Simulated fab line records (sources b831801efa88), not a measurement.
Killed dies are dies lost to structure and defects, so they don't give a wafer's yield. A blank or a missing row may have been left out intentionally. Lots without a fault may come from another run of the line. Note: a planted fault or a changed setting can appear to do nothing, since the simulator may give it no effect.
Struck lot and sound lot, side by side ; flow sfq-line ; 15 steps out of a route of 325
Sound: wafers L216.2, L216.4, L216.5. Struck: wafer L230.1; the same lot's L230.6 was not struck, so it is left out; see the end for the cause.
Per side, at each step with rows, come the tool, then ch with its chambers, and then its first start. Under that, the readings that differ: sound wafers ; struck wafers ; difference of the means ; sigmas: that difference in standard deviations of wafers without a fault.
alike: readings whose means differ by less than 2 such deviations, and words and numbers that are the same on both sides. not compared: withheld readings, readings that some wafer has no value for, bounds like >300 that may hide the same value, and numbers for which the record gives no deviation and whose values overlap.
A row with sigmas, a row that says differs or no value, or rows on one side alone: a step with any of these is where the two part. Numbers that don't overlap but have no deviation are shown without sigmas and don't part them. A reading missing from all wafers of one side parts the sides only when that side holds two or more wafers.

first, 1 step without rows for these wafers: SFQ_TRILAYER_M2_STRIP_SOLV_CLEAN_062 (cleans in NMP, time 600 s).
SFQ_TRILAYER_I2_DEP_PECVD_063: deposits SiO2 from SiH4/N2O, time 111.11 s, target thk 500 nm.
  sound on pecvd-02 ch 1,2, day 20 20:51; struck on pecvd-04 ch 0, day 26 06:55
reading;sound;struck;difference;sigmas
throttle-valve-pct (%);25.7 26.9 25.9;23.5;-2.7;-2
  alike: heater-power-w
SFQ_TRILAYER_I2_CMP_CMP_064: polishes SiO2.
  sound on cmp-02 ch 0,1,2, day 20 22:06; struck on cmp-01 ch 3, day 26 13:59
  alike: motor-current-A, retaining-ring-pressure-frac, time-to-endpoint-s
SFQ_I2_BOW_MEAS_917:
  sound on film-metro-02, day 21 01:07; struck on film-metro-02, day 26 16:59
  alike: I2_BOW
SFQ_TRILAYER_I2_METRO_MEASURE_065:
  sound on film-metro-02, day 21 01:25; struck on film-metro-02, day 26 17:06
  alike: thk-nm
then, 6 steps without rows for these wafers: SFQ_TRILAYER_I2_VIA_LITHO_COAT_072 (resist thk 62 nm); SFQ_TRILAYER_I2_VIA_LITHO_COAT_067 (resist thk 650 nm); SFQ_TRILAYER_I2_VIA_LITHO_SOFTBAKE_071; SFQ_TRILAYER_I2_VIA_LITHO_EXPOSE_068 (exposes mask I2, target cd 500 nm); SFQ_TRILAYER_I2_VIA_LITHO_PEB_070 (peb time 60 s); SFQ_TRILAYER_I2_VIA_LITHO_DEVELOP_069 (time 60 s).
-- the record jumps here: 3 days lie between the struck wafers' starts before and after --
SFQ_I2_OVL_MEAS_918:
  sound on overlay-02, day 23 20:58; struck on overlay-02, day 29 22:02
  alike: I2_OVL
SFQ_TRILAYER_I2_VIA_BARC_OPEN_VIA_ETCH_096: etches BARC in O2, target depth 125 nm, time 41.7 s.
  sound on rie-diel-04 ch 1,2,3, day 23 21:00; struck on rie-diel-01 ch 2, day 29 22:04
reading;sound;struck;difference;sigmas
model.KrF_of_TRILAYER_I2_VIA_LITHO_COAT_067.thk-nm (nm);575.6 577.6 574.3;551;-25;
  alike: bias-w, drypump-motor-current-A, oes-product-au
  not compared: rf-hours-counter-h
SFQ_TRILAYER_I2_VIA_ETCH_VIA_ETCH_070: etches SiO2 in CHF3, stops on Nb, target depth 260 nm.
  sound on rie-diel-04 ch 1,2,3, day 23 21:02; struck on rie-diel-01 ch 2, day 29 22:07
reading;sound;struck;difference;sigmas
bias-w (W);80.27 80.57 80.11;79.76;-0.56;-2
model.KrF_of_TRILAYER_I2_VIA_LITHO_COAT_067.thk-nm (nm);529.7 532.7 528.9;506.3;-24.1;
  alike: drypump-motor-current-A, oes-product-au
SFQ_TRILAYER_I2_VIA_STRIP_STRIP_071: strips in O2.
  sound on rie-metal-02 ch 0,1, day 23 21:09; struck on rie-metal-01 ch 0, day 29 22:13
  alike: drypump-motor-current-A, oes-product-au
  not compared: rf-hours-counter-h

## WHERE THEY PART
Last at SFQ_TRILAYER_I2_VIA_ETCH_VIA_ETCH_070 as far as this record goes, first at SFQ_TRILAYER_I2_DEP_PECVD_063. Later steps at which nothing parts them and some readings are alike: SFQ_TRILAYER_I2_VIA_STRIP_STRIP_071.

WHY: whatever the simulator had introduced
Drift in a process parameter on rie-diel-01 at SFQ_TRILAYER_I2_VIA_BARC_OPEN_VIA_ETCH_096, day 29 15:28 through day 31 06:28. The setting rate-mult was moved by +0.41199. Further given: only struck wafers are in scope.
